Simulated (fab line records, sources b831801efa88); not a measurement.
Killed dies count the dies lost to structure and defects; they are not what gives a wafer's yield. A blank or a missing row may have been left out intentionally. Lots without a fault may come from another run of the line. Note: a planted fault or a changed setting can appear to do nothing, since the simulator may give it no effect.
Which tool is to blame? + flow gf180mcu + 6 lots, 18 wafers sampled, at 1 step of a route of 602

## WHAT EACH GAUGE READ, for each wafer
GF_V2_THK_MEAS_25: measures by xrf.
| lot  | measured     | on            | V2_W_THK (nm) |
|------|--------------|---------------|---------------|
| L167 | day 20 23:14 | film_metro-01 | 350 339 340   |
| L172 | day 22 18:02 | film_metro-01 | 344 345 346   |
| L176 | day 24 03:01 | film_metro-01 | 347 344 350   |
| L178 | day 24 22:04 | film_metro-01 | 347 343 342   |
| L180 | day 25 10:58 | film_metro-03 | 339 335 342   |
| L188 | day 27 22:14 | film_metro-03 | 347 345 339   |

## EACH LOT AND THE TOOL THAT RAN IT (in order: tool; ch and the chambers of the sampled wafers; start)
Record: no process step prior to these readings.

## THE ANSWER, worked out from the rows above alone
Rule: the lots themselves supply what counts as usual. The widest of any qualifying gaps counts: lots, ordered by their means at a reading, are off when they make up no more than a third of the lots, leave a main group of 4 or more, and stand apart from it by 3 or more times the standard deviation of that group's means. The tables above print the reading to a certain number of digits; a main group whose means all agree to those digits is not used. A lot without any number at a reading at which 4 lots or more have one is off too. Any other lot the step has rows for is counted as sound.
Off: L180, at GF_V2_THK_MEAS_25 (V2_W_THK). The main group has a mean of 345 nm with a standard deviation of 1.4.
If a tool, at a process step before that reading, ran all the lots that are off and no sound lot after the first of them, it fits. The gauges at GF_V2_THK_MEAS_25 are tried like those tools. Not one of the candidates tried fits.

## WHAT THE SIMULATOR HAD PUT IN
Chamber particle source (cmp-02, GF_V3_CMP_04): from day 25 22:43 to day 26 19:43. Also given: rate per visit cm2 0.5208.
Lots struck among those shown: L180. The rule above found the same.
